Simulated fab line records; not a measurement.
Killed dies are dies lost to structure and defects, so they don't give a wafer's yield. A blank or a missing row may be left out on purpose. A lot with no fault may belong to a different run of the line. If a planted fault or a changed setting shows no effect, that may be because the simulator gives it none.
Problem report in the 8D (eight disciplines) form, filled by code | flow sky130 | the parts of the form that need people (team, actions taken, sign-off) are left out

## 1. WHAT IS WRONG
Mean of run_length_s at SKY_METAL4_ETCH_16: 101.1 s across 3 wafers in 2 lots; on wafers with no fault it is 116.6 s (standard deviation 0.56). Relative to the usual mean, that is a shift of -28 standard deviations.
The step: etches BARC in N2/H2, stops on SiO2, time 88.2 s, target depth 60 nm.
First seen on wafer L551.3, day 44 13:02, on rie_metal-04. At this step, 17 wafers from 6 lots have a number in the record. Rule for "out", or "out of limits": more than 4 standard deviations from the usual mean. The other wafers with a number count as sound.

## 2. WHAT IT IS; WHAT IT IS NOT
question                    | is                           | is not
which readings at this step | run_length_s, oes_product_au | drypump_motor_current_A, h2_flow_sccm
which lots                  | L551, L553                   | L543, L560, L561, L566
which wafers of those lots  | L551.3, L551.5, L553.5       | L551.6, L553.2
read on which tools         | rie_metal-04                 | rie_metal-01, rie_metal-03
when                        | from day 44 13:02            | up to then (4 sound wafers); but 10 sound wafers of L553, L560, L561, L566 came after

## 3. THE SUSPECTS, EACH WITH WHAT RULES IT OUT
Counting: any tool at a process step up to the reading remains a suspect provided it ran every lot that is out. Sound lots after the first of them don't rule it out here, since some wafers of a struck lot are sound.
- rie_metal-04 at SKY_METAL4_DESCUM_15 (chemistry O2, time 8 s): kept. It ran every lot that is out, first L551 (day 44 12:59); its last sound lot up to then is L543 (day 42 08:21).
- rie_metal-04 at SKY_METAL4_ETCH_16 (etches BARC in N2/H2, stops on SiO2, time 88.2 s, target depth 60 nm): kept. It ran every lot that is out, first L551 (day 44 13:02); its last sound lot up to then is L543 (day 42 08:24). Its own oes_product_au, run_length_s readings are out on those wafers.
- Within rie_metal-04 at SKY_METAL4_DESCUM_15, the wafers that are out were processed in chamber 1 and their sound lot-mates in chamber 0.
- Within rie_metal-04 at SKY_METAL4_ETCH_16, the wafers that are out were processed in chamber 1 and their sound lot-mates in chamber 0.
Left after counting: rie_metal-04 at SKY_METAL4_DESCUM_15, rie_metal-04 at SKY_METAL4_ETCH_16.

## 4. THE CAUSE (what the simulator had put in)
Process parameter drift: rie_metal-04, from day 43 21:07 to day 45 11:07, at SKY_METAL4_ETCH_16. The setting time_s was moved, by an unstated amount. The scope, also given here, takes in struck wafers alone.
Of the 2 suspects that counting leaves, this tool is one.

## 5. SEQUENCE OF EFFECTS, ordered by route
Each row: a reading whose mean over the struck wafers that have a number lies more than 3 standard deviations from the usual. Only readings for which the record gives a usual standard deviation are gone through. hours: the time from each lot's start at the first step in this table that gives one to its start at this step, as a median over the lots. sigmas: the change in usual standard deviations.
hours | step               | reading        | usual      | on struck wafers | change | sigmas
0     | SKY_METAL4_ETCH_16 | oes_product_au | 0.626 a.u. | 0.732            | +0.106 | +21
0     | SKY_METAL4_ETCH_16 | run_length_s   | 116.6 s    | 101.1            | -15.5  | -28
The process steps in it:
- SKY_METAL4_ETCH_16: etches BARC in N2/H2, stops on SiO2, time 88.2 s, target depth 60 nm.

## 6. HOW IT WOULD HAVE BEEN CAUGHT EARLIER
In this record the first reading out of limits was taken at day 44 13:02, 16 hours after the fault began at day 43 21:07.
